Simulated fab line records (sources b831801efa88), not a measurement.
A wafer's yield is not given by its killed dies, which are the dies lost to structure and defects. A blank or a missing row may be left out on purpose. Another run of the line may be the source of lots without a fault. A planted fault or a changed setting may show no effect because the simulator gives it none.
A struck lot beside a sound one || flow gf180mcu || 20 steps out of a route of 602
Sound: the wafers L230.3, L230.4, L230.5. Wafers struck: L239.1, L239.3, L239.4. At the end, the cause is stated.
For every step that has rows: the tool of each side, followed by ch and its chambers, followed by its first start. Under that, the readings that differ: sound wafers || struck wafers || difference of the means || sigmas: that difference in standard deviations of wafers without a fault.
alike: a reading whose means differ by less than 2 such deviations, as well as words and numbers matching on both sides. not compared: withheld readings; readings where some wafer has no value; bounds like >300 that might hide an equal value; numbers whose values overlap and for which the record gives no deviation.
A row with sigmas, a row that says differs or no value, or rows on one side alone: a step with any of these is where the two part. Non-overlapping numbers with no deviation appear without sigmas and do not part them. A reading missing from all wafers of one side parts the sides only when that side holds two or more wafers.

first, 1 step without rows for these wafers: GF_DUAL_GATE_WET_ETCH_12 (etches SiO2 in dHF, target depth 13 nm, time 260 s).
GF_DUAL_GATE_STRIP_13: strips in O2/N2.
  sound on plasma_asher-04 ch 0,1, day 9 04:25; struck on plasma_asher-04 ch 0,1, day 11 20:39
  alike: drypump_motor_current_A, heater_power_w, oes_product_au, strip_time_to_endpoint_s
  not compared: rf_hours_counter_h
then, 3 steps without rows for these wafers: GF_DUAL_GATE_CLEAN_14 (cleans in SC1/SC2, time 150 s); GF_DUAL_GATE_OXIDATION_15 (stabilise 600 s, purge 300 s, target thk 7.098 nm); GF_POLY_GATE_CVD_00 (deposits poly-Si, target thk 200 nm, time 1200 s).
GF_POLY_GATE_THK_MEAS_01:
  sound on film_metro-03 at day 9 07:55; struck on film_metro-03 at day 12 00:53
  alike: POLY_GATE_CVD_00_THK
then, 6 steps without rows for these wafers: GF_POLY_GATE_DEHYDRATE_02 (time 60 s); GF_POLY_GATE_HMDS_03 (prime time 60 s); GF_POLY_GATE_COAT_04; GF_POLY_GATE_COAT_05 (resist thk 700 nm); GF_POLY_GATE_SOFTBAKE_06 (time 60 s); GF_POLY_GATE_EXPOSE_07 (exposes mask Poly2, target cd 280 nm).
GF_POLY_GATE_PEB_08: peb time 90 s.
  sound on litho_track-04 ch 0, day 10 01:16; struck on litho_track-01 ch 0, day 12 20:08
{"reading": "heater_power_total_W (W)", "sound": "85.79 85.66 85.82", "struck": "98.76 99.06 98.96", "difference": "+13.17", "sigmas": "+99 or more"}
  alike: chill_plate_temp_C
then, 1 step without rows for these wafers: GF_POLY_GATE_DEVELOP_09 (develop time 60 s).
GF_POLY_GATE_CD_MEAS_10: the cd target is 280 nm.
  sound on cd_sem-01 at day 10 01:36; struck on cd_sem-01 at day 12 20:29
{"reading": "cd_nm (nm)", "sound": "279.4 278.5 279.7", "struck": "293.5 293.3 294.0", "difference": "+14.4", "sigmas": "+13"}
GF_POLY_GATE_OVL_MEAS_11:
  sound on overlay-01 at day 10 01:41; struck on overlay-01 at day 12 20:37
{"reading": "POLY_GATE_OVL (nm)", "sound": "-3 -2 -4", "struck": "7 5 9", "difference": "+10", "sigmas": "+2"}
GF_POLY_GATE_ETCH_12: etches BARC in N2/H2.
  sound on rie_diel-04 ch 1,2,3, day 10 01:43; struck on rie_diel-02 ch 0,1,2, day 12 20:38
{"reading": "model.POLY_GATE.cd_nm (nm)", "sound": "279.4 278.1 279.3", "struck": "292.1 294.9 294.8", "difference": "+15.0", "sigmas": ""}
  alike: drypump_motor_current_A, oes_product_au, throttle_valve_pct
GF_POLY_GATE_ETCH_13: etches poly-Si in HBr/Cl2, stops on SiO2, target depth 198.5 nm, time 69.6 s.
  sound on rie_si-02 ch 0,1,3, day 10 01:46; struck on rie_si-02 ch 0,1,2, day 12 20:42
{"reading": "model.POLY_GATE.cd_nm (nm)", "sound": "279.4 279.9 278.2", "struck": "293.2 295.6 296", "difference": "+15.8", "sigmas": ""}
  alike: drypump_motor_current_A, oes_product_au, throttle_valve_pct
  not compared: rf_hours_counter_h
GF_POLY_GATE_STRIP_14: strips in O2/N2.
  sound on plasma_asher-02 ch 0,1, day 10 01:51; struck on plasma_asher-02 ch 0,1, day 12 20:45
  alike: drypump_motor_current_A, heater_power_w, oes_product_au
  not compared: rf_hours_counter_h
-- a jump in the record: the struck wafers' starts before and after are 20 days apart (it breaks off in module POLY_GATE and resumes in module PASSIVATION, where the first step shown is number 602 of the route) --
GF_PASSIVATION_PROBE_99:
  rows exist in the record for the struck wafers here (prober-02, day 32 14:54), but not for the sound ones

## WHERE THEY PART
Earliest at GF_POLY_GATE_PEB_08; latest, in this record, at GF_PASSIVATION_PROBE_99.

WHY: what had been put in by the simulator
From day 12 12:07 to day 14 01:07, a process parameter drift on litho_track-01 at GF_POLY_GATE_PEB_08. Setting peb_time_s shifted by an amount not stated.
